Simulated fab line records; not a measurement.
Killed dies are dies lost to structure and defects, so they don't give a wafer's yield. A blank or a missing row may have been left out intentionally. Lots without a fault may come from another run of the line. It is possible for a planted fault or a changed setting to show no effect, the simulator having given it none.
fab line records	flow sky130
[record] lots = 11	wafers = 33	lastDay = 50
route steps=708 shown POLY_CUT@318 LI_CONTACT@383 LOCAL_INTERCONNECT@400 PAD_OPEN@708
lots untouched by any fault: they come from a run of this same line in which no faults occurred
startH: hours from the record's opening day to when the first of the lot's shown wafers began	waitH: time in hours since the lot's previous step	" repeats the value in the row above	L1.1+2: a single row standing in for several wafers	- value missing, or start not given	* or withheld: withheld	< > ~ a bound
route shown NAME@n: names a module that has steps shown in the file, with the first one's number in the route	usual: mean and standard deviation over wafers with no fault	same: alike in all rows	chamber/n: place in a boat	sites: the reading at each site	_std_site: standard deviation of those values	_edge_site: the outer-site mean with the inner-site mean subtracted	radiusMm: for every site, how far away it sits from the centre of the wafer	mask NAME#n: copy n	behind: tool/chamber where the wafer was last shaped	hold: why the lot was held/for how many hours/how that ended	device: the n, p or np transistor that did not switch	end of line: the route-end tests of the same wafers	a step given without rows: its recipe and nothing more	killed: at the first sort, the dies lost to defects and structure; wafer yield is something else	map: a wafer's dies, x killed, . not, _ none there
set.NAME: the run value of the setting; set.NAME@STEP: its run value at that earlier step	model.NAME: the simulator's own value behind a step, which no gauge read
a sample of lots followed through the steps of the route, with each step as a table and each wafer as a row
services: when a tool's chamber went out of use (startH, in hours from the record's first day, below 0 if earlier), for how many hours, and the reason
[[steps]]
[step SKY_POLY_CUT_ETCH_11]
[recipe] target = Si3N4	chemistry = CF4/CH2F2/Ar	stopOn = poly-Si	sourceW = 600	biasW = 150	pressureMtorr = 40	cf4FlowSccm = 40	ch2f2FlowSccm = 20	Ar_flow_sccm = 150	timeS = 42.5	targetDepthA = 600
[usual] drypumpMotorCurrentA = 5.7/0.36	oesProductAu = 0.830/0.0064	throttleValvePct = 14.994/0.0085
lot.wafer	tool	chamber	startH	waitH	drypumpMotorCurrentA	oesProductAu	rfHoursCounterH	throttleValvePct
L782.3	rieDiel-04	2	552.20	0.0	5.1	0.826	1	14.994
L782.4	"	0	"	"	5.4	0.827	70	14.980
L782.6	"	0	"	"	5.4	0.829	-	15.002
L783.2	rieDiel-04	0	566.17	0.0	5.4	0.828	70	14.998
L783.4	"	3	"	"	5.7	0.843	13	15.003
L783.5	"	1	"	"	5.3	0.826	-	15.011
L787.1	rieDiel-02	1	604.92	0.0	6.1	0.831	7	14.987
L787.5	"	1	"	"	6.1	0.829	-	14.993
L787.6	"	0	"	"	6.0	0.835	-	14.988
L790.3	rieDiel-03	1	628.05	0.0	5.7	0.832	11	14.984
L790.4	"	0	"	"	6.0	0.830	6	14.996
L790.6	"	1	"	"	5.7	0.833	-	14.986
L793.1	rieDiel-03	1	655.07	0.0	5.7	0.819	11	14.989
L793.5	"	0	"	"	6.0	0.818	-	14.995
L793.6	"	3	"	"	5.7	0.821	-	14.982
L794.1	rieDiel-02	2	662.15	0.0	6.1	0.828	3	15.006
L794.4	"	1	"	"	6.1	0.830	9	14.998
L794.5	"	3	"	"	6.0	0.835	-	14.979
L795.2	rieDiel-02	1	667.42	0.0	6.1	0.825	9	14.983
L795.3	"	3	"	"	6.0	0.822	17	15.004
L795.6	"	0	"	"	6.0	0.831	-	14.997
L796.3	rieDiel-02	1	671.37	0.0	6.1	0.829	9	14.999
L796.5	"	3	"	"	6.0	0.834	-	14.980
L796.6	"	2	"	"	6.1	0.820	-	14.998
L797.3	rieDiel-03	0	685.72	0.0	6.0	0.830	7	15.001
L797.5	"	2	"	"	5.3	0.819	-	14.990
L797.6	"	0	"	"	6.0	0.828	-	14.997
L804.1	rieDiel-03	0	730.47	0.0	6.0	0.823	8	14.996
L804.2	"	3	"	"	5.7	0.823	2	14.994
L804.3	"	1	"	"	5.7	0.828	13	14.990
L805.2	rieDiel-04	1	737.84	0.0	5.3	0.824	39	14.977
L805.5	"	3	"	"	5.6	0.839	-	15.009
L805.6	"	2	"	"	5.1	0.836	-	14.996
[step SKY_LI_CONTACT_CVD_21]
[recipe] material = W	targetThkNm = 400	timeS = 120.56	tempC = 400	pressureTorr = 40
[usual] heaterPowerW = 873/64
lot.wafer	tool	chamber	startH	waitH	heaterPowerW
L782.3	cvdW-02	0	670.90	0.1	943
L782.4	"	1	"	"	809
L782.6	"	0	"	"	944
L783.2	cvdW-02	0	684.69	0.1	951
L783.4	"	1	"	"	812
L783.5	"	0	"	"	946
L787.1	cvdW-01	0	720.54	0.0	808
L787.5	"	0	"	"	814
L787.6	"	1	"	"	933
L790.3	cvdW-01	0	743.38	0.1	813
L790.4	"	1	"	"	948
L790.6	"	0	"	"	802
L793.1	cvdW-01	1	767.27	0.0	941
L793.5	"	1	"	"	947
L793.6	"	0	"	"	825
L794.1	cvdW-02	1	775.54	0.0	807
L794.4	"	0	"	"	929
L794.5	"	0	"	"	962
L795.2	cvdW-01	0	778.69	0.0	796
L795.3	"	1	"	"	936
L795.6	"	0	"	"	809
L796.3	cvdW-02	0	783.78	0.1	947
L796.5	"	1	"	"	809
L796.6	"	0	"	"	923
L797.3	cvdW-01	0	795.32	0.1	805
L797.5	"	1	"	"	944
L797.6	"	0	"	"	806
L804.1	cvdW-02	0	838.04	0.0	949
L804.2	"	1	"	"	834
L804.3	"	0	"	"	936
L805.2	cvdW-02	0	845.44	0.0	941
L805.5	"	1	"	"	812
L805.6	"	0	"	"	963
[step SKY_LI_CONTACT_RS_MEAS_22]
[recipe] thkMeasGauge = four-point-probe	reads = W_of_LI_CONTACT_CVD_21+TiN_of_LI_CONTACT_SPUTTER_20+Ti_of_LI_CONTACT_SPUTTER_19
[usual] LI_CONTACT_W_RS = 0.2836/0.0029
lot.wafer	tool	chamber	startH	waitH	LI_CONTACT_W_RS[ohm/sq]
L782.3	filmMetro-04	-	671.03	0.1	0.2841
L782.4	"	-	"	"	0.2861
L782.6	"	-	"	"	0.2869
L783.2	filmMetro-03	-	684.83	0.1	0.2804
L783.4	"	-	"	"	0.2805
L783.5	"	-	"	"	0.2805
L787.1	filmMetro-04	-	720.67	0.1	0.2824
L787.5	"	-	"	"	0.2835
L787.6	"	-	"	"	0.2801
L790.3	filmMetro-03	-	743.51	0.1	0.2850
L790.4	"	-	"	"	0.2775
L790.6	"	-	"	"	0.2822
L793.1	filmMetro-03	-	767.39	0.1	0.2841
L793.5	"	-	"	"	0.2819
L793.6	"	-	"	"	0.2853
L794.1	filmMetro-03	-	775.67	0.1	0.2851
L794.4	"	-	"	"	0.2812
L794.5	"	-	"	"	0.2810
L795.2	filmMetro-04	-	778.84	0.1	0.2838
L795.3	"	-	"	"	0.2842
L795.6	"	-	"	"	0.2831
L796.3	filmMetro-04	-	783.91	0.1	0.2817
L796.5	"	-	"	"	0.2877
L796.6	"	-	"	"	0.2847
L797.3	filmMetro-04	-	795.44	0.1	0.2750
L797.5	"	-	"	"	0.2809
L797.6	"	-	"	"	0.2758
L804.1	filmMetro-03	-	838.16	0.1	0.2805
L804.2	"	-	"	"	0.2841
L804.3	"	-	"	"	0.2798
L805.2	filmMetro-03	-	845.59	0.1	0.2787
L805.5	"	-	"	"	0.2810
L805.6	"	-	"	"	0.2795
[step SKY_LOCAL_INTERCONNECT_ETCH_13]
[recipe] chemistry = N2/H2	target = BARC	ionEnergyEv = 200	biasW = 100	pressureMtorr = 30	n2FlowSccm = 100	h2FlowSccm = 200	icpW = 500	stopOn = SiO2	timeS = 45.9	targetDepthA = 600
[usual] drypumpMotorCurrentA = 5.7/0.47	h2FlowSccm = 199.8/0.62	oesProductAu = 0.855/0.0049	throttleValvePct = 13.225/0.0087
lot.wafer	tool	chamber	startH	waitH	drypumpMotorCurrentA	h2FlowSccm	oesProductAu	rfHoursCounterH	throttleValvePct
L782.3	rieMetal-03	0	700.13	0.0	5.2	198.9	0.850	-	13.226
L782.4	"	1	"	"	5.0	201.0	0.851	-	13.235
L782.6	"	0	"	"	5.2	199.5	0.853	-	13.226
L783.2	rieMetal-03	1	713.50	0.0	5.0	200.1	0.865	4	13.216
L783.4	"	0	"	"	5.2	200.4	0.856	-	13.225
L783.5	"	1	"	"	5.0	201.0	0.852	-	13.236
L787.1	rieMetal-04	1	749.02	0.0	5.7	200.0	0.853	15	13.232
L787.5	"	1	"	"	5.7	198.8	0.860	-	13.229
L787.6	"	1	"	"	5.7	199.3	0.858	-	13.226
L790.3	rieMetal-03	0	770.68	0.0	5.2	199.9	0.861	-	13.237
L790.4	"	1	"	"	5.0	199.3	0.847	-	13.219
L790.6	"	0	"	"	5.2	200.1	0.843	-	13.229
L793.1	rieMetal-04	0	792.71	0.0	6.4	199.0	0.862	1	13.223
L793.5	"	0	"	"	6.3	199.3	0.857	-	13.232
L793.6	"	1	"	"	5.7	198.8	0.860	-	13.225
L794.1	rieMetal-02	0	802.40	0.0	5.6	200.0	0.857	3	13.225
L794.4	"	1	"	"	6.2	199.7	0.854	-	13.210
L794.5	"	1	"	"	6.1	199.7	0.856	-	13.227
L795.2	rieMetal-02	1	808.00	0.0	6.2	198.8	0.856	2	13.225
L795.3	"	1	"	"	6.2	198.8	0.849	-	13.224
L795.6	"	0	"	"	5.6	200.0	0.859	-	13.234
L796.3	rieMetal-03	0	810.50	0.0	5.2	199.4	0.862	-	13.224
L796.5	"	1	"	"	5.0	200.7	0.853	-	13.225
L796.6	"	0	"	"	5.2	199.8	0.859	-	13.240
L797.3	rieMetal-03	0	822.13	0.0	5.2	199.9	0.847	-	13.207
L797.5	"	1	"	"	5.0	200.4	0.850	-	13.213
L797.6	"	0	"	"	5.2	199.6	0.856	-	13.222
L804.1	rieMetal-04	1	864.78	0.0	5.7	199.5	0.858	1	13.217
L804.2	"	0	"	"	6.3	200.1	0.855	6	13.222
L804.3	"	1	"	"	5.8	200.2	0.860	-	13.223
L805.2	rieMetal-02	0	871.70	0.0	5.5	199.5	0.846	6	13.223
L805.5	"	0	"	"	5.6	200.2	0.851	-	13.226
L805.6	"	1	"	"	6.1	201.3	0.850	-	13.213
[step SKY_LOCAL_INTERCONNECT_METAL_ETCH_14]
[recipe] targetDepthNm = 110	stopOn = PSG	chemistry = Cl2/BCl3	target = TiN	resistSidewallDeg = 88	pressureMtorr = 10	icpW = 900	biasW = 48.5	Cl2_flow_sccm = 60	bcl3FlowSccm = 30	timeS = 31.4
[usual] drypumpMotorCurrentA = 5.7/0.46	oesProductAu = 0.939/0.0072	throttleValvePct = 21.902/0.0095
lot.wafer	tool	chamber	startH	waitH	drypumpMotorCurrentA	oesProductAu	rfHoursCounterH	throttleValvePct
L782.3	rieMetal-03	0	700.19	0.0	5.2	0.941	-	21.894
L782.4	"	1	"	"	5.0	0.961	-	21.894
L782.6	"	0	"	"	5.2	0.953	-	21.906
L783.2	rieMetal-03	1	713.58	0.1	5.0	0.938	4	21.907
L783.4	"	0	"	"	5.2	0.936	-	21.892
L783.5	"	1	"	"	5.0	0.932	-	21.910
L787.1	rieMetal-04	1	749.15	0.1	5.7	0.926	15	21.917
L787.5	"	1	"	"	5.7	0.931	-	21.914
L787.6	"	1	"	"	5.7	0.932	-	21.908
L790.3	rieMetal-03	0	770.74	0.0	5.2	0.946	-	21.907
L790.4	"	1	"	"	5.0	0.938	-	21.891
L790.6	"	0	"	"	5.2	0.945	-	21.899
L793.1	rieMetal-04	0	792.77	0.0	6.3	0.935	1	21.891
L793.5	"	0	"	"	6.3	0.937	-	21.902
L793.6	"	1	"	"	5.8	0.938	-	21.915
L794.1	rieMetal-02	0	802.46	0.0	5.5	0.937	3	21.883
L794.4	"	1	"	"	6.1	0.947	-	21.901
L794.5	"	1	"	"	6.1	0.944	-	21.885
L795.2	rieMetal-02	1	808.06	0.0	6.1	0.930	2	21.912
L795.3	"	1	"	"	6.1	0.935	-	21.909
L795.6	"	0	"	"	5.6	0.926	-	21.898
L796.3	rieMetal-03	0	810.56	0.0	5.2	0.945	-	21.912
L796.5	"	1	"	"	5.0	0.933	-	21.892
L796.6	"	0	"	"	5.2	0.943	-	21.905
L797.3	rieMetal-03	0	822.19	0.0	5.2	0.930	-	21.898
L797.5	"	1	"	"	5.0	0.928	-	21.919
L797.6	"	0	"	"	5.2	0.933	-	21.916
L804.1	rieMetal-04	1	864.85	0.0	5.7	0.941	1	21.900
L804.2	"	0	"	"	6.3	0.941	6	21.891
L804.3	"	1	"	"	5.7	0.936	-	21.904
L805.2	rieMetal-02	0	871.76	0.0	5.6	0.947	6	21.902
L805.5	"	0	"	"	5.6	0.943	-	21.904
L805.6	"	1	"	"	6.1	0.935	-	21.885
[step SKY_PAD_OPEN_PROBE_99]
[usual] killed_at_M0_to_M3 = 44/6.6	killed_at_M4_up = 3.4/1.9	killedAtContacts = 25/5.6	killedAtFrontEnd = 15/4.6	killedAtOther = 0.3/0.6	killedDies = 88/9.5	killedOpen = 47/7.1	killedShort = 40/6.4
[same] grossDies = 492	killedAtBackSide = 0
lot.wafer	tool	chamber	startH	waitH	killed_at_M0_to_M3	killed_at_M4_up	killedAtContacts	killedAtFrontEnd	killedAtOther	killedDies	killedOpen	killedShort
L790.3	prober-02	-	1121.18	0.2	59	4	30	11	1	105	56	49
L790.4	prober-02	-	1121.23	0.2	60	4	30	8	0	102	58	44
L790.6	prober-02	-	1121.33	0.2	37	2	23	16	0	78	44	34
L796.3	prober-02	-	1152.12	0.2	50	3	29	11	0	93	48	45
L796.5	prober-02	-	1152.22	0.2	38	1	18	13	1	71	41	30
L796.6	prober-02	-	1152.27	0.2	50	1	23	9	0	83	42	41
// killed by level:class
L790.3 VIA1:geometricParticle:open=17 CONTACT:geometricParticle:open=13 VIA1:geometricParticle:short=10 VIA2:geometricParticle:open=7 METAL2:geometricParticle:short=5 LI_CONTACT:geometricParticle:short=5 LOCAL_INTERCONNECT:geometricParticle:short=5 VIA3:geometricParticle:short=5
L790.4 LI_CONTACT:geometricParticle:open=16 VIA1:geometricParticle:open=14 VIA2:geometricParticle:open=9 METAL2:geometricParticle:short=8 CONTACT:geometricParticle:open=7 VIA1:geometricParticle:short=6 VIA3:geometricParticle:open=5 METAL1:geometricParticle:short=5
L790.6 VIA1:geometricParticle:open=11 LI_CONTACT:geometricParticle:open=8 POLY_GATE:geometricParticle:open=7 CONTACT:geometricParticle:short=6 VIA2:geometricParticle:open=6 FIELD_ISO:geometricParticle:short=5 VIA1:geometricParticle:short=4 FIELD_ISO:geometricParticle:open=3
L796.3 VIA1:geometricParticle:open=10 LI_CONTACT:geometricParticle:open=9 METAL1:geometricParticle:short=8 CONTACT:geometricParticle:open=7 VIA3:geometricParticle:open=7 VIA1:geometricParticle:short=6 VIA3:geometricParticle:short=5 POLY_GATE:geometricParticle:open=4
L796.5 VIA1:geometricParticle:open=10 LI_CONTACT:geometricParticle:open=6 CONTACT:geometricParticle:open=6 VIA3:geometricParticle:open=6 METAL2:geometricParticle:short=5 VIA2:geometricParticle:open=5 LOCAL_INTERCONNECT:geometricParticle:short=4 VIA1:geometricParticle:short=4
L796.6 METAL1:geometricParticle:short=11 CONTACT:geometricParticle:open=8 VIA1:geometricParticle:short=7 LI_CONTACT:geometricParticle:open=6 VIA2:geometricParticle:open=6 VIA1:geometricParticle:open=5 VIA2:geometricParticle:short=5 VIA3:geometricParticle:open=5
[[services]]
tool	chamber	startH	hours	kind
rieDiel-03	3	537.21	2.5	repair
rieDiel-02	2	567.29	17.0	repair
rieMetal-03	0	567.85	8.2	repair
cvdW-02	-	576.40	2.8	pm
rieDiel-02	-	581.61	0.6	repair
rieMetal-03	1	590.80	3.0	repair
rieDiel-03	1	619.13	2.0	repair
rieDiel-03	0	619.51	4.4	repair
rieMetal-04	1	638.30	7.8	repair
cvdW-02	-	638.65	2.8	repair
rieMetal-02	-	681.12	0.9	repair
cvdW-01	-	681.81	1.1	repair
rieDiel-03	1	685.19	12.9	repair
rieDiel-03	3	687.62	3.3	repair
rieMetal-04	-	713.59	2.8	pm
rieDiel-03	-	727.46	2.8	pm
cvdW-01	-	778.07	0.5	repair
rieMetal-04	-	805.07	0.4	repair
rieDiel-03	-	809.42	0.3	repair
rieDiel-03	3	819.27	6.7	repair
cvdW-01	1	831.93	11.4	repair
cvdW-01	0	836.09	4.9	repair
cvdW-02	-	852.52	1.0	repair
rieMetal-03	-	858.04	2.8	pm
[[key]]
[firstSign] step = SKY_LI_CONTACT_RS_MEAS_22	reading = LI_CONTACT_W_RS	direction = down	sigmas = 2.8	usual = 0.2836	struck = 0.2754
effect none on later readings
metAt SKY_LI_CONTACT_CVD_21
struckLots L797
struckWafers L797.3,L797.6
testerLeftOut L797
notActingAt SKY_POLY_CUT_ETCH_11,SKY_LOCAL_INTERCONNECT_ETCH_13,SKY_LOCAL_INTERCONNECT_METAL_ETCH_14
onsetBetween 778.69 795.32
[fault] kind = processParameterDrift	tool = cvdW-01	chamber = 0	onsetH = 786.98	steps = SKY_LI_CONTACT_CVD_21	channel = targetThkNm	offset = 10.83	shape = step	endH = 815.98	actsIn = theseRecipesOnly	stated = 400
// testerLeftOut: of these lots the tester's yield and bins aren't shown, on N5 and GAA mostly nor the transistor test; their killed dies are dies lost to structure and defects alone, not to doping, threshold or leakage, so they don't give the yield
